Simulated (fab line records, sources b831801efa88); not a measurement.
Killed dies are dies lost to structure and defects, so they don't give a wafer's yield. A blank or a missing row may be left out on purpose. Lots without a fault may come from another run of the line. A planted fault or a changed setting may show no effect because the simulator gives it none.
Which tool did it? | flow sky130 | 24 lots, 72 wafers sampled, at 5 steps of a route of 708

WHAT THE GAUGES READ, wafer by wafer
SKY_FIELD_ISO_CD_MEAS_13: target cd 150 nm. Usual: cd_nm 149.7 nm, standard deviation 1.4.
lot  | measured    | on        | cd_nm (nm)        | flag
L074 | day 2 04:17 | cd_sem-01 | 149.8 152.7 150.6 |
L075 | day 2 09:53 | cd_sem-01 | 149.2 150.5 149.8 |
L076 | day 2 16:29 | cd_sem-02 | 150.5 149.9 150.0 |
L077 | day 2 20:48 | cd_sem-02 | 150.7 151.2 151.5 |
L078 | day 3 04:11 | cd_sem-02 | 150.6 148.5 149.9 |
L079 | day 3 07:31 | cd_sem-02 | 149.9 149.3 148.5 |
L080 | day 3 12:40 | cd_sem-01 | 152.5 152.4 151.7 |
L081 | day 3 16:44 | cd_sem-01 | 152.2 150.9 151.5 |
L082 | day 3 23:31 | cd_sem-02 | 146.8 148.2 148.3 |
L083 | day 4 06:13 | cd_sem-02 | 149.8 146.9 148.4 |
L084 | day 4 09:43 | cd_sem-02 | 149.9 149.6 149.5 |
L085 | day 4 13:19 | cd_sem-01 | 151.8 150.9 151.5 |
L086 | day 4 18:45 | cd_sem-01 | 148.4 148.1 147.0 |
L087 | day 5 01:56 | cd_sem-01 | 148.2 148.8 146.6 |
L088 | day 5 08:08 | cd_sem-01 | 150.6 151.2 151.5 |
L089 | day 5 12:32 | cd_sem-01 | 148.5 149.3 148.7 |
L090 | day 5 17:41 | cd_sem-01 | 147.6 149.9 149.3 |
L091 | day 5 22:43 | cd_sem-02 | 149.0 148.6 147.7 |
L092 | day 6 05:41 | cd_sem-02 | 148.0 150.4 148.0 |
L093 | day 6 13:28 | cd_sem-01 | 150.8 149.3 152.8 |
L094 | day 6 13:47 | cd_sem-02 | 150.1 147.9 148.9 |
L095 | day 7 02:27 | cd_sem-02 | 149.8 149.1 148.3 |
L096 | day 7 02:41 | cd_sem-01 | 151.7 150.1 151.1 |
L097 | day 7 06:47 | cd_sem-02 | 150.7 151.2 150.2 |

SKY_LOCAL_INTERCONNECT_CD_MEAS_11: target cd 170 nm. Usual: cd_nm 170.4 nm, standard deviation 1.6.
lot  | measured     | on        | cd_nm (nm)        | flag
L074 | day 29 19:05 | cd_sem-02 | 171.3 170.8 170.4 |
L075 | day 30 11:02 | cd_sem-01 | 169.6 169.2 171.1 |
L076 | day 30 20:47 | cd_sem-01 | 168.1 169.6 167.7 |
L077 | day 31 00:39 | cd_sem-01 | 170.5 171.5 169.6 |
L078 | day 31 17:31 | cd_sem-01 | 169.7 170.6 170.4 |
L079 | day 31 18:45 | cd_sem-02 | 174.0 175.7 173.4 |
L080 | day 32 05:43 | cd_sem-02 | 171.1 171.5 172.3 |
L081 | day 32 12:47 | cd_sem-02 | 170.9 171.0 169.7 |
L082 | day 32 21:47 | cd_sem-02 | 172.8 172.1 174.8 |
L083 | day 33 20:37 | cd_sem-01 | 167.9 169.4 167.8 |
L084 | day 34 00:03 | cd_sem-01 | 170.5 170.1 171.8 |
L085 | day 34 01:56 | cd_sem-01 | 169.1 167.7 167.9 |
L086 | day 34 18:31 | cd_sem-01 | 170.6 169.6 171.7 |
L087 | day 35 10:29 | cd_sem-02 | 171.3 170.8 170.7 |
L088 | day 35 21:02 | cd_sem-02 | 169.6 168.5 168.9 |
L089 | day 36 02:56 | cd_sem-01 | 170.8 169.9 170.7 |
L090 | day 36 03:47 | cd_sem-01 | 171.3 172.4 171.9 |
L091 | day 36 06:51 | cd_sem-02 | 169.2 170.0 168.9 |
L092 | day 36 08:17 | cd_sem-02 | 171.0 170.8 170.4 |
L093 | day 36 12:20 | cd_sem-02 | 170.9 168.0 169.6 |
L094 | day 36 17:53 | cd_sem-01 | 169.1 169.9 171.0 |
L095 | day 37 16:31 | cd_sem-02 | 172.0 171.0 172.5 |
L096 | day 37 18:14 | cd_sem-02 | 169.4 167.1 169.1 |
L097 | day 38 09:56 | cd_sem-02 | 169.0 169.5 168.6 |

SKY_VIA3_THK_MEAS_01. Usual: VIA3_HDPCVD_THK 1634 nm, standard deviation 16.
lot  | measured     | on            | VIA3_HDPCVD_THK (nm) | flag
L074 | day 37 23:43 | film_metro-01 | 1615 1626 1652       |
L075 | day 38 13:36 | film_metro-01 | 1616 1626 1621       |
L076 | day 39 01:01 | film_metro-04 | 1635 1624 1612       |
L077 | day 39 03:01 | film_metro-02 | 1617 1616 1617       |
L078 | day 39 20:34 | film_metro-04 | 1597 1616 1612       |
L079 | day 39 20:56 | film_metro-01 | 1645 1630 1627       |
L080 | day 40 07:02 | film_metro-01 | 1640 1638 1627       |
L081 | day 40 14:05 | film_metro-04 | 1652 1609 1639       |
L082 | day 40 21:47 | film_metro-02 | 1626 1641 1645       |
L083 | day 41 20:34 | film_metro-01 | 1627 1616 1614       |
L084 | day 41 21:46 | film_metro-01 | 1643 1635 1642       |
L085 | day 42 00:16 | film_metro-01 | 1661 1641 1661       |
L086 | day 42 13:59 | film_metro-02 | 1652 1669 1639       |
L087 | day 43 04:16 | film_metro-02 | 1633 1623 1607       |
L088 | day 43 12:44 | film_metro-02 | 1617 1631 1633       |
L089 | day 43 17:29 | film_metro-04 | 1660 1649 1673       |
L090 | day 43 18:36 | film_metro-02 | 1632 1625 1634       |
L091 | day 43 21:43 | film_metro-01 | 1642 1609 1624       |
L092 | day 43 23:08 | film_metro-02 | 1653 1624 1659       |
L093 | day 44 02:47 | film_metro-02 | 1626 1610 1622       |
L094 | day 44 06:16 | film_metro-02 | 1631 1643 1660       |
L095 | day 45 02:56 | film_metro-01 | 1651 1646 1638       |
L096 | day 45 04:00 | film_metro-04 | 1630 1619 1618       |
L097 | day 45 13:47 | film_metro-02 | 1638 1619 1632       |

SKY_VIA4_THK_MEAS_01. Usual: VIA4_HDPCVD_THK 1742 nm, standard deviation 19.
lot  | measured     | on            | VIA4_HDPCVD_THK (nm) | flag
L074 | day 41 05:50 | film_metro-02 | 1745 1735 1719       |
L075 | day 41 19:37 | film_metro-03 | 1746 1762 1743       |
L076 | day 42 05:09 | film_metro-01 | 1765 1762 1770       |
L077 | day 42 08:33 | film_metro-01 | 1734 1728 1715       |
L078 | day 43 00:44 | film_metro-01 | 1766 1753 1776       |
L079 | day 43 01:43 | film_metro-02 | 1768 1761 1743       |
L080 | day 43 08:55 | film_metro-03 | 1737 1766 1763       |
L081 | day 43 15:29 | film_metro-03 | 1721 1709 1721       |
L082 | day 44 00:31 | film_metro-03 | 1725 1741 1756       |
L083 | day 44 19:47 | film_metro-03 | 1733 1740 1729       |
L084 | day 44 21:32 | film_metro-03 | 1743 1749 1741       |
L085 | day 45 02:34 | film_metro-03 | 1760 1769 1771       |
L086 | day 45 10:46 | film_metro-02 | 1728 1778 1745       |
L087 | day 46 01:33 | film_metro-01 | 1766 1746 1758       |
L088 | day 46 09:44 | film_metro-03 | 1706 1753 1710       |
L089 | day 46 13:04 | film_metro-01 | 1729 1735 1747       |
L090 | day 46 14:11 | film_metro-02 | 1758 1713 1731       |
L091 | day 46 16:11 | film_metro-03 | 1715 1740 1742       |
L092 | day 46 18:52 | film_metro-01 | 1709 1708 1715       |
L093 | day 46 21:38 | film_metro-02 | 1717 1758 1714       |
L094 | day 47 01:31 | film_metro-01 | 1732 1747 1735       |
L095 | day 47 17:05 | film_metro-02 | 1737 1757 1764       |
L096 | day 47 17:29 | film_metro-03 | 1735 1749 1743       |
L097 | day 48 01:28 | film_metro-02 | 1756 1746 1751       |

WHICH TOOL RAN EACH LOT (tool, then ch and the chambers of the sampled wafers, then the start)
lot  | SKY_VIA2_CVD_21
L074 | cvd_w-02 ch 0,1, day 35 17:46
L075 | cvd_w-02 ch 0,1, day 36 07:29
L076 | cvd_w-02 ch 0,1, day 36 19:11
L077 | cvd_w-01 ch 0,1, day 36 21:40
L078 | cvd_w-01 ch 0,1, day 37 15:29
L079 | cvd_w-02 ch 0,1, day 37 15:32
L080 | cvd_w-02 ch 1, day 38 02:36
L081 | cvd_w-02 ch 0,1, day 38 08:47
L082 | cvd_w-02 ch 0,1, day 38 16:46
L083 | cvd_w-01 ch 0,1, day 39 16:18
L084 | cvd_w-01 ch 0,1, day 39 18:08
L085 | cvd_w-01 ch 0,1, day 39 19:59
L086 | cvd_w-01 ch 0,1, day 40 11:18
L087 | cvd_w-02 ch 0,1, day 41 02:41
L088 | cvd_w-01 ch 0,1, day 41 11:30
L089 | cvd_w-02 ch 0,1, day 41 17:11
L090 | cvd_w-01 ch 0,1, day 41 18:19
L091 | cvd_w-02 ch 0,1, day 41 21:08
L092 | cvd_w-02 ch 0,1, day 41 22:03
L093 | cvd_w-01 ch 0,1, day 42 02:12
L094 | cvd_w-02 ch 0,1, day 42 06:17
L095 | cvd_w-01 ch 0,1, day 43 04:15
L096 | cvd_w-01 ch 0,1, day 43 04:42
L097 | cvd_w-02 ch 0,1, day 43 16:48
- SKY_VIA2_CVD_21: deposits W, target thk 420 nm, time 126.4 s.

WHAT THE TOOLS THEMSELVES READ (means of the sampled wafers that have a number; where no wafer has one, the mark that the record gives instead)
SKY_VIA2_CVD_21. Usual: heater_power_outer_w 554 W, standard deviation 74; heater_power_w 883 W, standard deviation 99.
lot  | tool     | heater_power_outer_w (W) | heater_power_w (W) | flag
L074 | cvd_w-02 | 588                      | 879                |
L075 | cvd_w-02 | 592                      | 886                |
L076 | cvd_w-02 | 567                      | 882                |
L077 | cvd_w-01 | 515                      | 899                |
L078 | cvd_w-01 | 517                      | 888                |
L079 | cvd_w-02 | 577                      | 883                |
L080 | cvd_w-02 | 620                      | 898                |
L081 | cvd_w-02 | 602                      | 886                |
L082 | cvd_w-02 | 580                      | 860                |
L083 | cvd_w-01 | 529                      | 918                |
L084 | cvd_w-01 | 529                      | 910                |
L085 | cvd_w-01 | 529                      | 912                |
L086 | cvd_w-01 | 523                      | 919                |
L087 | cvd_w-02 | 599                      | 915                |
L088 | cvd_w-01 | 543                      | 899                |
L089 | cvd_w-02 | 606                      | 888                |
L090 | cvd_w-01 | 480                      | 813                |
L091 | cvd_w-02 | 582                      | 864                |
L092 | cvd_w-02 | 607                      | 887                |
L093 | cvd_w-01 | 481                      | 823                |
L094 | cvd_w-02 | 613                      | 905                |
L095 | cvd_w-01 | 528                      | 911                |
L096 | cvd_w-01 | 538                      | 908                |
L097 | cvd_w-02 | 603                      | 902                |

THE ANSWER, worked out from the rows above alone
Rule: a lot is off if the mean of its wafers that have a number lies more than 3 standard deviations from the usual mean. A lot without any number at a reading at which 4 lots or more have one is off too. The other lots that the step has rows for count as sound. The gauges are gone through in route order, then the tools' own readings, and for those a lot's mean is taken as printed above. The first step at which some lot is off is used, and at that step the reading that is off furthest; a lot without a number counts as furthest.
No lot is off at any reading shown: from this, nothing can be told.

WHAT THE SIMULATOR HAD PUT IN
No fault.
